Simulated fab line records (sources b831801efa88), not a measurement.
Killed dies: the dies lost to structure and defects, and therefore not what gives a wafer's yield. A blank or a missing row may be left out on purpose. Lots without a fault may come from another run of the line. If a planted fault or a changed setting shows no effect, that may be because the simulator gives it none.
Comparing a struck lot with a sound one ; flow gf180mcu ; 44 out of 602 route steps
Sound: wafers L206.1, L206.2, L206.5. Wafers L228.1, L228.4, L228.5 were the ones struck. The cause comes at the end.
At each step with rows: each side's tool, then ch and its chambers, then its first start. Under that, the readings that differ: sound wafers ; struck wafers ; difference of the means ; sigmas: that difference in standard deviations of wafers without a fault.
alike: readings with means less than 2 such deviations apart, plus words and numbers identical on both sides. not compared: withheld readings, readings lacking a value on some wafer, bounds such as >300 that could conceal the same value, and numbers that have no deviation in the record and whose values overlap.
A row with sigmas, a row that says differs or no value, or rows on one side alone: a step with any of these is where the two part. When numbers do not overlap yet have no deviation, they are printed without sigmas and do not part them. A reading that every wafer of one side lacks parts them only if that side has two wafers or more.

first, 7 steps without rows for these wafers: GF_DUAL_GATE_DEHYDRATE_04 (time 60 s); GF_DUAL_GATE_HMDS_05 (prime time 60 s); GF_DUAL_GATE_COAT_06 (resist thk 1000 nm); GF_DUAL_GATE_SOFTBAKE_07 (time 60 s); GF_DUAL_GATE_EXPOSE_08 (exposes mask Dualgate, target cd 700 nm); GF_DUAL_GATE_PEB_09; GF_DUAL_GATE_DEVELOP_10 (develop time 60 s).
GF_DUAL_GATE_OVL_MEAS_11:
  sound on overlay-01 at day 8 07:46; struck on overlay-01 at day 14 16:00
  alike: DUAL_GATE_OVL
then, 1 step without rows for these wafers: GF_DUAL_GATE_WET_ETCH_12 (etches SiO2 in dHF, target depth 13 nm, time 260 s).
GF_DUAL_GATE_STRIP_13: strips in O2/N2.
  sound on plasmaAsher-04 ch 0,1, day 8 07:53; struck on plasmaAsher-04 ch 0,1, day 14 16:07
  alike: drypumpMotorCurrentA, heaterPowerW, oesProductAu, stripTimeToEndpointS
  not compared: rfHoursCounterH
then, 2 steps without rows for these wafers: GF_DUAL_GATE_CLEAN_14 (cleans in SC1/SC2, time 150 s); GF_DUAL_GATE_OXIDATION_15 (stabilise 600 s, purge 300 s, target thk 7.098 nm).
GF_POLY_GATE_CVD_00: deposits poly-Si, target thk 200 nm, time 1200 s.
  sound on lpcvd-02 ch 0, day 8 10:20; struck on lpcvd-01 ch 0, day 14 18:20
reading;sound;struck;difference;sigmas
model.poly-Si_of_POLY_GATE_CVD_00.thkNm (nm);198.7 198.2 199.5;335 333.7 334.1;+135;
  alike: spikeTcTopC
GF_POLY_GATE_THK_MEAS_01:
  sound on filmMetro-03 at day 8 11:40; struck on filmMetro-02 at day 14 19:41
reading;sound;struck;difference;sigmas
POLY_GATE_CVD_00_THK (nm);198.8 198.2 199.3;335.0 333.6 334.2;+135.5;+65
then, 8 steps without rows for these wafers: GF_POLY_GATE_DEHYDRATE_02 (time 60 s); GF_POLY_GATE_HMDS_03 (prime time 60 s); GF_POLY_GATE_COAT_04; GF_POLY_GATE_COAT_05 (resist thk 700 nm); GF_POLY_GATE_SOFTBAKE_06 (time 60 s); GF_POLY_GATE_EXPOSE_07 (exposes mask Poly2, target cd 280 nm); GF_POLY_GATE_PEB_08 (peb time 90 s); GF_POLY_GATE_DEVELOP_09 (develop time 60 s).
GF_POLY_GATE_CD_MEAS_10: the cd target is 280 nm.
  sound on cdSem-01 at day 9 04:33; struck on cdSem-01 at day 15 17:13
  alike: cdNm
GF_POLY_GATE_OVL_MEAS_11:
  sound on overlay-01 at day 9 04:40; struck on overlay-02 at day 15 17:20
  alike: POLY_GATE_OVL
GF_POLY_GATE_ETCH_12: etches BARC in N2/H2.
  sound on rieDiel-02 ch 0,2, day 9 04:43; struck on rieDiel-04 ch 0,2, day 15 17:22
  alike: drypumpMotorCurrentA, oesProductAu, throttleValvePct
GF_POLY_GATE_ETCH_13: etches poly-Si in HBr/Cl2, stops on SiO2, target depth 198.5 nm, time 69.6 s.
  sound on rieSi-02 ch 0,1,3, day 9 04:46; struck on rieSi-02 ch 0,1, day 15 17:25
  alike: drypumpMotorCurrentA, oesProductAu, throttleValvePct
  not compared: rfHoursCounterH
GF_POLY_GATE_STRIP_14: strips in O2/N2.
  sound on plasmaAsher-01 ch 0,1, day 9 04:49; struck on plasmaAsher-01 ch 0, day 15 17:29
  alike: drypumpMotorCurrentA, heaterPowerW, oesProductAu
  not compared: rfHoursCounterH
then, 2 steps without rows for these wafers: GF_POLY_GATE_CLEAN_15 (cleans in SC1/SC2, time 150 s); GF_POLY_GATE_OXIDATION_16 (stabilise 600 s, purge 300 s, target thk 4 nm).
GF_POLY_GATE_THK_MEAS_17:
  sound on filmMetro-02 at day 9 06:13; struck on filmMetro-03 at day 15 18:53
reading;sound;struck;difference;sigmas
POLY_GATE_OXIDATION_THK (nm);4.10 4.09 4.06;3.97 3.82 3.87;-0.20;-3
GF_POLY_GATE_CD_MEAS_18:
  sound on cdSem-01 at day 9 06:16; struck on cdSem-02 at day 15 18:56
  alike: cdNm
then, 7 steps without rows for these wafers: GF_HV_LDD_DEHYDRATE_00 (time 60 s); GF_HV_LDD_HMDS_01 (prime time 60 s); GF_HV_LDD_COAT_02 (resist thk 1000 nm); GF_HV_LDD_SOFTBAKE_03 (time 60 s); GF_HV_LDD_EXPOSE_04 (exposes mask Nplus LV AREA, target cd 400 nm); GF_HV_LDD_PEB_05; GF_HV_LDD_DEVELOP_06 (develop time 60 s).
GF_HV_LDD_CD_MEAS_07: the cd target is 400 nm.
  sound on cdSem-02 at day 9 23:13; struck on cdSem-01 at day 16 17:27
  alike: cdNm
GF_HV_LDD_OVL_MEAS_08:
  sound on overlay-01 at day 9 23:20; struck on overlay-01 at day 16 17:34
  alike: HV_LDD_OVL
next, for these wafers, 1 step has no rows: GF_HV_LDD_IMPLANT_09.
GF_HV_LDD_STRIP_10: strips in O2/N2.
  sound on plasmaAsher-01 ch 0,1, day 9 23:31; struck on plasmaAsher-03 ch 0,1, day 16 17:46
  alike: drypumpMotorCurrentA, heaterPowerW, oesProductAu, stripTimeToEndpointS
  not compared: rfHoursCounterH
-- the record jumps here: 6 days lie between the struck wafers' starts before and after (it left off in module HV_LDD and takes up again in module SALICIDE, whose first step shown is number 278 of the route) --
GF_SALICIDE_CLEAN_00: cleans in SC1/SC2, time 150 s.
  sound on wetBench-01 ch 2, day 15 00:43; struck on wetBench-01 ch 0, day 22 18:54
reading;sound;struck;difference;sigmas
model.poly-Si_of_POLY_GATE_CVD_00.thkNm (nm);197.4 196.9 198.3;333.8 332.4 332.9;+135.5;
GF_PASSIVATION_PROBE_99:
  the record has rows for the sound wafers here (prober-02, day 28 18:57) and none for the struck ones

== WHERE THEY PART ==
Earliest at GF_POLY_GATE_THK_MEAS_01; latest, in this record, at GF_PASSIVATION_PROBE_99.

WHY: whatever the simulator had introduced
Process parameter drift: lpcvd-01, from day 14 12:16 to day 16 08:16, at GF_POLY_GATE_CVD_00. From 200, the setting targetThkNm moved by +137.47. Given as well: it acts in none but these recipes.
